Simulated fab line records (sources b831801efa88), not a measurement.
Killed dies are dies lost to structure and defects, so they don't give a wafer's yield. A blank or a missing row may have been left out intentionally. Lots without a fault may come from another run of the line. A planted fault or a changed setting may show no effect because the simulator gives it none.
The tool behind it: which one?    flow sky130    11 lots, 33 wafers sampled, at 4 steps of a route of 708

## WHAT EACH GAUGE READ, for each wafer
SKY_VIA1_CD_MEAS_12: the cd target is 150 nm.
lot   measured      on         cd nm (nm)
L273  day 33 23:13  cd sem-01  150.9 150.2 151.0
L274  day 34 03:16  cd sem-02  151.1 152.7 150.7
L275  day 34 08:15  cd sem-01  149.2 148.5 148.1
L276  day 34 17:13  cd sem-01  149.4 148.3 150.2
L281  day 36 14:52  cd sem-02  147.0 147.0 145.6
L283  day 37 04:35  cd sem-02  145.0 146.0 145.2
L285  day 37 20:35  cd sem-01  150.3 151.4 150.3
L290  day 39 09:02  cd sem-01  150.6 150.9 149.7
L293  day 40 06:13  cd sem-02  150.7 151.9 152.2
L294  day 40 08:02  cd sem-02  152.5 149.8 151.1
L295  day 40 17:16  cd sem-02  150.3 149.1 149.5

## WHAT TOOL EACH LOT RAN ON (gives the tool, then ch and the chambers of the sampled wafers, and finally the start)
lot   SKY_METAL1_SPUTTER_02         SKY_METAL1_ETCH_18                 SKY_VIA1_EXPOSE_09
L273  pvd sputter-03, day 31 15:58  rie metal-03 ch 0,1, day 32 19:28  krf scanner-01 ch 0, day 33 10:22
L274  pvd sputter-04, day 31 20:16  rie metal-02 ch 0,1, day 32 23:23  krf scanner-02 ch 0, day 33 14:14
L275  pvd sputter-03, day 32 01:33  rie metal-02 ch 0,1, day 33 04:05  krf scanner-01 ch 0, day 33 19:23
L276  pvd sputter-04, day 32 10:17  rie metal-03 ch 0,1, day 33 13:04  krf scanner-01 ch 0, day 34 03:46
L281  pvd sputter-03, day 34 09:08  rie metal-04 ch 0,1, day 35 12:16  krf scanner-02 ch 0, day 36 02:11
L283  pvd sputter-04, day 34 23:39  rie metal-04 ch 0, day 36 01:59    krf scanner-02 ch 0, day 36 16:10
L285  pvd sputter-04, day 35 14:34  rie metal-04 ch 0, day 36 17:22    krf scanner-01 ch 0, day 37 08:00
L290  pvd sputter-03, day 37 04:28  rie metal-04 ch 0,1, day 38 06:29  krf scanner-01 ch 0, day 38 20:39
L293  pvd sputter-04, day 38 02:35  rie metal-03 ch 0, day 39 04:22    krf scanner-01 ch 0, day 39 18:26
L294  pvd sputter-02, day 38 05:18  rie metal-04 ch 0,1, day 39 06:03  krf scanner-01 ch 0, day 39 19:52
L295  pvd sputter-02, day 38 14:41  rie metal-02 ch 0,1, day 39 15:55  krf scanner-01 ch 0, day 40 05:19
- SKY_METAL1_SPUTTER_02: material AlCu, target thk 250 nm, time 13.3 s.
- SKY_METAL1_ETCH_18: etches BARC in N2/H2, stops on SiO2, time 45.9 s, target depth 60 nm.
- SKY_VIA1_EXPOSE_09: exposes mask VIM, target cd 150 nm.

## THE ANSWER, worked out from the rows above alone
Rule: the lots themselves supply what counts as usual. Put in order of their means at a reading, lots are off if they are a third of the lots or fewer, leave a main group of 4 or more, and stand apart from it by a gap of 3 or more times the standard deviation of the main group's means; of several such gaps the widest counts. If all means in a main group match to the digits the tables above print for the reading, that group is not used. A lot without any number at a reading at which 4 lots or more have one is off too. Where the step has rows for the other lots, those lots are counted as sound.
None of the lots is off at any reading shown; this tells nothing.

## WHAT THE SIMULATOR PUT IN
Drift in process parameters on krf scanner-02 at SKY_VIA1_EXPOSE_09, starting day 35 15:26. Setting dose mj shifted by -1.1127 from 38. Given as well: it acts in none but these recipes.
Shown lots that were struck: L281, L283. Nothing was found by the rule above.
